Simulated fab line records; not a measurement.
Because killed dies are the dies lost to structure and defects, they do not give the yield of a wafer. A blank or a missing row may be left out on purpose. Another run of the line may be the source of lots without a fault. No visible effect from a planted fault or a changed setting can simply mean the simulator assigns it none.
Which of the tools did it? | flow gf180mcu | 7 lots with 21 wafers sampled at 3 steps, on a route of 602 steps

WHAT THE GAUGES READ, wafer by wafer
GF_M1_CD_MEAS_14: the cd target is 230 nm.
lot  | measured     | on        | cd nm (nm)
L552 | day 19 23:03 | cd sem-01 | 232.4 231.5 232.6
L557 | day 22 04:04 | cd sem-02 | 229.2 230.7 230.4
L559 | day 22 13:51 | cd sem-01 | 231.9 232.7 230.9
L564 | day 24 11:10 | cd sem-01 | 227.8 229.7 229.2
L566 | day 24 21:07 | cd sem-02 | 228.7 228.9 229.4

TOOL THAT RAN EACH LOT (tool first, then ch and the chambers of the sampled wafers, then the start)
lot  | GF_STI_EXPOSE_09                 | GF_M1_SPUTTER_00
L546 | krf scanner-02, day 2 05:41      | -
L548 | krf scanner-02, day 2 15:25      | -
L552 | krf scanner-02 ch 0, day 3 12:16 | pvd sputter-02, day 18 21:53
L557 | krf scanner-01 ch 0, day 4 15:45 | pvd sputter-03, day 21 04:12
L559 | krf scanner-01 ch 0, day 4 23:26 | pvd sputter-02, day 21 14:07
L564 | krf scanner-01 ch 0, day 6 03:47 | pvd sputter-01, day 23 12:27
L566 | krf scanner-02 ch 0, day 6 10:56 | pvd sputter-01, day 23 21:48
- GF_STI_EXPOSE_09: exposes mask COMP, target cd 220 nm.
- GF_M1_SPUTTER_00: material Ti, target thk 37.5 nm, time 150 s.

THE ANSWER, worked out from the rows above alone
Rule: the lots themselves supply what counts as usual. Put in order of their means at a reading, lots are off if they are a third of the lots or fewer, leave a main group of 4 or more, and stand apart from it by a gap of 3 or more times the standard deviation of the main group's means; of several such gaps the widest counts. The tables above print the reading to a certain number of digits; a main group whose means all agree to those digits is not used. Also off: a lot with no number at a reading for which 4 or more lots have one. Any other lot the step has rows for is counted as sound.
None of the lots is off at any reading shown; this tells nothing.

WHAT THE SIMULATOR HAD PUT IN
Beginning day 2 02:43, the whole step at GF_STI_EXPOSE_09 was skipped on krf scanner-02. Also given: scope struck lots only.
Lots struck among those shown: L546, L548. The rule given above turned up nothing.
